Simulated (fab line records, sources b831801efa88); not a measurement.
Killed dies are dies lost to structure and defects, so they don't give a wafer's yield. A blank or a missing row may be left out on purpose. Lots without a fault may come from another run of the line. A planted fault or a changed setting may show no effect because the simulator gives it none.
Chamber matching | flow gf180mcu | GF_STI_ETCH_14 on rie_si-02: 4 sister chambers
The step etches Si in HBr/Cl2/O2, target depth 360 nm, time 102.9 s. 4 wafers are shown with their chamber, then 8 later ones without.

WAFERS WITH THEIR CHAMBER
wafer  | chamber | drypump_motor_current_A (A)
L474.3 | 2       | 6.2
L474.6 | 3       | 5.6
L475.5 | 0       | 5.8
L476.1 | 1       | 6.1

WAFERS WITHOUT THEIR CHAMBER
wafer  | drypump_motor_current_A (A)
L476.2 | 6.2
L476.5 | 5.6
L478.1 | 5.7
L478.4 | 5.7
L478.5 | 6.2
L489.1 | 6.2
L489.4 | 5.7
L489.6 | 6.2

WHICH CHAMBER EACH WENT THROUGH
wafer  | from the rows above     | in truth
L476.2 | can't be placed: 2 or 1 | 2
L476.5 | 3                       | 3
L478.1 | can't be placed: 0 or 3 | 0
L478.4 | can't be placed: 0 or 3 | 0
L478.5 | can't be placed: 2 or 1 | 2
L489.1 | can't be placed: 2 or 1 | 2
L489.4 | can't be placed: 0 or 3 | 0
L489.6 | can't be placed: 2 or 1 | 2
Placed correctly: 1 of 8. Can't be placed from these rows: 7 (the true chamber is among the candidates in 7). Placed wrongly: 0.
How it was worked out, from the rows above alone: a wafer's distance from a chamber is the root of the sum, over the readings, of the square of ((its reading less the chamber's mean) divided by the reading's scatter). The wafer belongs to the nearest chamber; if the next one is less than 2 further off, it can't be placed. A chamber's mean is the mean of its shown wafers. The scatter: with one shown wafer a chamber, the root of the mean of the squares of how far each hidden wafer lies from its nearest shown one.
